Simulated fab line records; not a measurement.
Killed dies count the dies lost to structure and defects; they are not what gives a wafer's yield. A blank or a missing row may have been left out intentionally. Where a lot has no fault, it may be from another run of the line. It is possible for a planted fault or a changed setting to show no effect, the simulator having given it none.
Matching of chambers :: flow sky130 :: SKY_VIA4_CMP_02 on cmp-01 has 4 sister chambers
The step polishes SiO2. 20 wafers are shown with their chamber, then 10 later ones without.

WAFERS WITH THEIR CHAMBER
wafer: L362.2
chamber: 3
motor-current-A (A): 13.3
platen-rpm (rpm): 59.99
head-pressure-psi (psi): 4.009

wafer: L362.4
chamber: 2
motor-current-A (A): 10.4
platen-rpm (rpm): 60.00
head-pressure-psi (psi): 4.007

wafer: L362.6
chamber: 3
motor-current-A (A): 12.9
platen-rpm (rpm): 60.02
head-pressure-psi (psi): 3.998

wafer: L369.3
chamber: 2
motor-current-A (A): 10.9
platen-rpm (rpm): 59.95
head-pressure-psi (psi): 4.004

wafer: L369.4
chamber: 3
motor-current-A (A): 13.5
platen-rpm (rpm): 59.96
head-pressure-psi (psi): 4.000

wafer: L369.5
chamber: 1
motor-current-A (A): 13.7
platen-rpm (rpm): 60.04
head-pressure-psi (psi): 4.011

wafer: L374.1
chamber: 0
motor-current-A (A): 10.5
platen-rpm (rpm): 60.06
head-pressure-psi (psi): 4.003

wafer: L374.3
chamber: 3
motor-current-A (A): 13.0
platen-rpm (rpm): 60.01
head-pressure-psi (psi): 4.003

wafer: L374.4
chamber: 2
motor-current-A (A): 11.0
platen-rpm (rpm): 60.01
head-pressure-psi (psi): 3.997

wafer: L375.1
chamber: 3
motor-current-A (A): 13.8
platen-rpm (rpm): 59.99
head-pressure-psi (psi): 4.004

wafer: L375.4
chamber: 0
motor-current-A (A): 10.5
platen-rpm (rpm): 59.93
head-pressure-psi (psi): 3.985

wafer: L375.6
chamber: 1
motor-current-A (A): 13.6
platen-rpm (rpm): 60.07
head-pressure-psi (psi): 4.004

wafer: L377.2
chamber: 2
motor-current-A (A): 10.5
platen-rpm (rpm): 60.06
head-pressure-psi (psi): 4.006

wafer: L377.3
chamber: 3
motor-current-A (A): 12.7
platen-rpm (rpm): 60.04
head-pressure-psi (psi): 3.985

wafer: L377.5
chamber: 3
motor-current-A (A): 13.4
platen-rpm (rpm): 60.02
head-pressure-psi (psi): 4.001

wafer: L378.2
chamber: 3
motor-current-A (A): 13.8
platen-rpm (rpm): 60.00
head-pressure-psi (psi): 4.000

wafer: L378.4
chamber: 0
motor-current-A (A): 10.9
platen-rpm (rpm): 59.99
head-pressure-psi (psi): 4.012

wafer: L378.5
chamber: 1
motor-current-A (A): 14.5
platen-rpm (rpm): 59.99
head-pressure-psi (psi): 3.990

wafer: L379.2
chamber: 1
motor-current-A (A): 13.4
platen-rpm (rpm): 60.01
head-pressure-psi (psi): 3.982

wafer: L379.4
chamber: 2
motor-current-A (A): 10.4
platen-rpm (rpm): 60.03
head-pressure-psi (psi): 4.006

SIGNATURES (means of the wafers above)
reading: motor-current-A
chamber 0: 10.633
chamber 1: 13.800
chamber 2: 10.640
chamber 3: 13.300
scatter within a chamber: 0.379

reading: platen-rpm
chamber 0: 59.9933
chamber 1: 60.0275
chamber 2: 60.0100
chamber 3: 60.0038
scatter within a chamber: 0.0379

reading: head-pressure-psi
chamber 0: 4.00000
chamber 1: 3.99675
chamber 2: 4.00400
chamber 3: 4.00000
scatter within a chamber: 0.00901
Rule: distance of a wafer from a chamber = root of the sum over the readings of ((wafer's reading minus chamber's mean) / reading's scatter) squared. The wafer belongs to the nearest chamber; if the next one is less than 2 further off, it can't be placed. The scatter: take each reading less its chamber's mean, square it, sum over the shown wafers, divide by the number of wafers less the number of chambers, and take the root.

WAFERS WITH NO CHAMBER GIVEN
wafer: L379.6
motor-current-A (A): 13.0
platen-rpm (rpm): 59.93
head-pressure-psi (psi): 3.988

wafer: L380.2
motor-current-A (A): 12.9
platen-rpm (rpm): 59.96
head-pressure-psi (psi): 4.007

wafer: L380.3
motor-current-A (A): 11.3
platen-rpm (rpm): 60.01
head-pressure-psi (psi): 4.017

wafer: L380.6
motor-current-A (A): 13.6
platen-rpm (rpm): 60.04
head-pressure-psi (psi): 4.023

wafer: L382.1
motor-current-A (A): 14.0
platen-rpm (rpm): 59.96
head-pressure-psi (psi): 3.991

wafer: L382.3
motor-current-A (A): 10.7
platen-rpm (rpm): 60.04
head-pressure-psi (psi): 4.009

wafer: L382.4
motor-current-A (A): 10.7
platen-rpm (rpm): 59.94
head-pressure-psi (psi): 3.998

wafer: L383.2
motor-current-A (A): 13.2
platen-rpm (rpm): 59.98
head-pressure-psi (psi): 4.000

wafer: L383.3
motor-current-A (A): 10.7
platen-rpm (rpm): 60.04
head-pressure-psi (psi): 4.005

wafer: L383.6
motor-current-A (A): 13.7
platen-rpm (rpm): 59.96
head-pressure-psi (psi): 3.992

THE CHAMBER EACH PASSED THROUGH
wafer: L379.6
from the rows above: can't be placed: 3 or 1
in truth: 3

wafer: L380.2
from the rows above: can't be placed: 3 or 1
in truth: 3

wafer: L380.3
from the rows above: can't be placed: 2 or 0
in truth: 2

wafer: L380.6
from the rows above: can't be placed: 3 or 1
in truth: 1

wafer: L382.1
from the rows above: can't be placed: 1 or 3
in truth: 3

wafer: L382.3
from the rows above: can't be placed: 2 or 0
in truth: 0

wafer: L382.4
from the rows above: can't be placed: 0 or 2
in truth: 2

wafer: L383.2
from the rows above: can't be placed: 3 or 1
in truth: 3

wafer: L383.3
from the rows above: can't be placed: 2 or 0
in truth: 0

wafer: L383.6
from the rows above: can't be placed: 3 or 1
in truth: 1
Correct placement for 0 of the 10. Can't be placed from these rows: 10 (the true chamber is among the candidates in 10). Placed wrongly: 0.
